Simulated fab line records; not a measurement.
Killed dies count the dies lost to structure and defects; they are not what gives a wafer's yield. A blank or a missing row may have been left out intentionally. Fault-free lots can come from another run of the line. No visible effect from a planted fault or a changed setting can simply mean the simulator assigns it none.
8D (eight disciplines) problem report, filled in by code / flow sky130 / the parts of the form that need people (team, actions taken, sign-off) are left out

== 1. THE PROBLEM ==
Wafers without a fault read 0.941 a.u., standard deviation 0.0047; oesProductAu at SKY_VIA2_ETCH_15 reads a mean of 0.378 a.u. on 9 wafers belonging to 3 lots. That is -99 or more standard deviations from the usual mean.
The step: etches SiO2 in C4F8/O2/Ar, stops on TiN, target depth 546 nm, time 84 s.
First seen on wafer L473.2, day 42 11:17, on rieDiel-01. At this step, 30 wafers from 10 lots have a number in the record. By rule, "out" or "out of limits" means more than 4 standard deviations away from the usual mean. All remaining wafers that have a number are taken as sound.

== 2. WHAT IT IS, WHAT IT ISN'T ==
question=which readings at this step; is=oesProductAu; is not=biasW, chamberPressureMTorr
question=which lots; is=L472, L473, L474; is not=L452, L455, L456, L461, L463, L464, L465
question=which wafers of those lots; is=all that have a number; is not=-
question=read on which tools; is=rieDiel-01; is not=rieDiel-03, rieDiel-04
question=when; is=from day 42 11:17; is not=up to then (21 sound wafers)

== 3. WHAT RULES OUT EACH SUSPECT ==
Counting: a tool at any process step up to the reading remains a suspect when it ran all the lots that are out and ran no sound lot after the first of those.
- rieDiel-01 at SKY_VIA2_ETCH_14 (etches BARC in N2/H2, stops on SiO2, time 45.9 s, target depth 60 nm): kept. All lots that are out passed through it, beginning with L473 at day 42 11:15, and no sound lot followed; its final sound lot before that point was L465 at day 40 12:21.
- rieDiel-01 at SKY_VIA2_ETCH_15 (etches SiO2 in C4F8/O2/Ar, stops on TiN, target depth 546 nm, time 84 s): kept. All lots that are out passed through it, beginning with L473 at day 42 11:17, and no sound lot followed; its final sound lot before that point was L465 at day 40 12:23. On those wafers its own readings are out: oesProductAu.
Remaining after the count are rieDiel-01 at SKY_VIA2_ETCH_14 and rieDiel-01 at SKY_VIA2_ETCH_15.

== 4. THE CAUSE (what the simulator had put in) ==
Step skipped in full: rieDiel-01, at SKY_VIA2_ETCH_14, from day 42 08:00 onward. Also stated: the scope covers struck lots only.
Counting left 2 suspects, and this tool is among them.

== 5. THE CHAIN OF EFFECTS, in route order ==
Each row: a reading whose mean over the struck wafers that have a number lies more than 3 standard deviations from the usual. Scope: only readings with a usual standard deviation given in the record; hours: median across lots of the time from each lot's start at the first step in this table that gives one to its start at this step; sigmas: change in usual standard deviations.
hours=0; step=SKY_VIA2_ETCH_15; reading=oesProductAu; usual=0.941 a.u.; on struck wafers=0.378; change=-0.563; sigmas=-99 or more
hours=0; step=SKY_VIA2_STRIP_16; reading=oesProductAu; usual=0.399 a.u.; on struck wafers=0.420; change=+0.021; sigmas=+4.4
hours=0; step=SKY_VIA2_STRIP_16; reading=stripTimeToEndpointS; usual=4.065 s; on struck wafers=4.521; change=+0.456; sigmas=+18
hours=192; step=SKY_PAD_OPEN_PROBE_99; reading=defectLimitedYield; usual=82.7 %; on struck wafers=0.0; change=-82.7; sigmas=-39
hours=192; step=SKY_PAD_OPEN_PROBE_99; reading=killed_at_M0_to_M3; usual=43; on struck wafers=446; change=+403; sigmas=+56
hours=192; step=SKY_PAD_OPEN_PROBE_99; reading=killedDies; usual=85; on struck wafers=492; change=+407; sigmas=+41
hours=192; step=SKY_PAD_OPEN_PROBE_99; reading=killedOnRim; usual=17; on struck wafers=96; change=+79; sigmas=+18
hours=192; step=SKY_PAD_OPEN_PROBE_99; reading=sort_bin_5_function; usual=10.2 %; on struck wafers=92.4; change=+82.2; sigmas=+55
hours=192; step=SKY_PAD_OPEN_PROBE_99; reading=sortNPass; usual=407; on struck wafers=0; change=-407; sigmas=-41
hours=192; step=SKY_PAD_OPEN_PROBE_99; reading=sortYieldPct; usual=82.7 %; on struck wafers=0.0; change=-82.7; sigmas=-39
It contains these process steps:
- SKY_VIA2_ETCH_15: etches SiO2 in C4F8/O2/Ar, stops on TiN, target depth 546 nm, time 84 s.
- SKY_VIA2_STRIP_16: strips in O2/N2.
- SKY_PAD_OPEN_PROBE_99
Readings that are blank on the struck wafers while sound wafers have them: biasW at SKY_VIA2_ETCH_14; chamberPressureMTorr at SKY_VIA2_ETCH_14; drypumpMotorCurrentA at SKY_VIA2_ETCH_14; n2FlowSccm at SKY_VIA2_ETCH_14; oesProductAu at SKY_VIA2_ETCH_14; throttleValvePct at SKY_VIA2_ETCH_14.

== 6. WHAT WOULD HAVE CAUGHT IT SOONER ==
First out-of-limits reading in this record: day 42 11:17, which is 3 hours after fault onset at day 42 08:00.
At SKY_VIA2_ETCH_14 the tool's readings are blank on the struck wafers, where sound wafers have them: an empty tool record is the first sign, and it was there at once.
Among the 3 lots that are out, L472, L474 began SKY_VIA2_ETCH_14 on rieDiel-01 after day 42 11:17. A hold on the tool at that time would have spared those 2.
